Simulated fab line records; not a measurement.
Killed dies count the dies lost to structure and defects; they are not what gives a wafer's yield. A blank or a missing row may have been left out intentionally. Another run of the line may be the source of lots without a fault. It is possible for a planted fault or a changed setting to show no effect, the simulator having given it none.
Chamber matching || flow sky130 || SKY_VIA1_CMP_02 on cmp-02: 4 sister chambers
The step polishes SiO2. 16 wafers are shown with their chamber, then 8 later ones without.

## WAFERS, EACH WITH ITS CHAMBER
{"wafer": "L966.1", "chamber": 0, "motor current A (A)": 11.2}
{"wafer": "L966.5", "chamber": 1, "motor current A (A)": 12.2}
{"wafer": "L966.6", "chamber": 0, "motor current A (A)": 11.3}
{"wafer": "L967.1", "chamber": 1, "motor current A (A)": 12.9}
{"wafer": "L967.3", "chamber": 2, "motor current A (A)": 13.4}
{"wafer": "L967.5", "chamber": 2, "motor current A (A)": 13.9}
{"wafer": "L968.1", "chamber": 3, "motor current A (A)": 13.1}
{"wafer": "L968.4", "chamber": 2, "motor current A (A)": 14.1}
{"wafer": "L968.5", "chamber": 0, "motor current A (A)": 11.5}
{"wafer": "L972.2", "chamber": 1, "motor current A (A)": 12.2}
{"wafer": "L972.3", "chamber": 0, "motor current A (A)": 11.3}
{"wafer": "L972.5", "chamber": 1, "motor current A (A)": 12.4}
{"wafer": "L975.2", "chamber": 1, "motor current A (A)": 11.8}
{"wafer": "L975.4", "chamber": 0, "motor current A (A)": 11.1}
{"wafer": "L975.5", "chamber": 1, "motor current A (A)": 12.3}
{"wafer": "L976.4", "chamber": 0, "motor current A (A)": 11.3}

SIGNATURES (averages over the wafers above)
{"reading": "motor current A", "chamber 0": 11.283, "chamber 1": 12.300, "chamber 2": 13.800, "chamber 3": 13.100, "scatter within a chamber": 0.287}
Rule: for a wafer and a chamber, the distance is found by dividing, reading by reading, the gap between the wafer's reading and the chamber's mean by the reading's scatter, squaring, summing and taking the root. The wafer belongs to the nearest chamber; if the next one is less than 2 further off, it can't be placed. The scatter is the square root of a quotient: the sum, over the shown wafers, of each reading's squared deviation from its chamber's mean, divided by wafers minus chambers.

## WAFERS MISSING THEIR CHAMBER
{"wafer": "L976.5", "motor current A (A)": 13.2}
{"wafer": "L976.6", "motor current A (A)": 11.8}
{"wafer": "L982.3", "motor current A (A)": 12.1}
{"wafer": "L982.4", "motor current A (A)": 12.3}
{"wafer": "L982.5", "motor current A (A)": 11.1}
{"wafer": "L983.2", "motor current A (A)": 10.8}
{"wafer": "L983.3", "motor current A (A)": 14.2}
{"wafer": "L983.6", "motor current A (A)": 13.9}

## THE CHAMBER EACH PASSED THROUGH
{"wafer": "L976.5", "from the rows above": "can't be placed: 3 or 2", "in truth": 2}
{"wafer": "L976.6", "from the rows above": "can't be placed: 1 or 0", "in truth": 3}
{"wafer": "L982.3", "from the rows above": 1, "in truth": 1}
{"wafer": "L982.4", "from the rows above": 1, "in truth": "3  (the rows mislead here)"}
{"wafer": "L982.5", "from the rows above": 0, "in truth": 0}
{"wafer": "L983.2", "from the rows above": 0, "in truth": 0}
{"wafer": "L983.3", "from the rows above": 2, "in truth": 2}
{"wafer": "L983.6", "from the rows above": 2, "in truth": 2}
Placed correctly: 5 of 8. These rows do not allow placing 2 (true chamber among the candidates in 1). Number placed wrongly: 1.
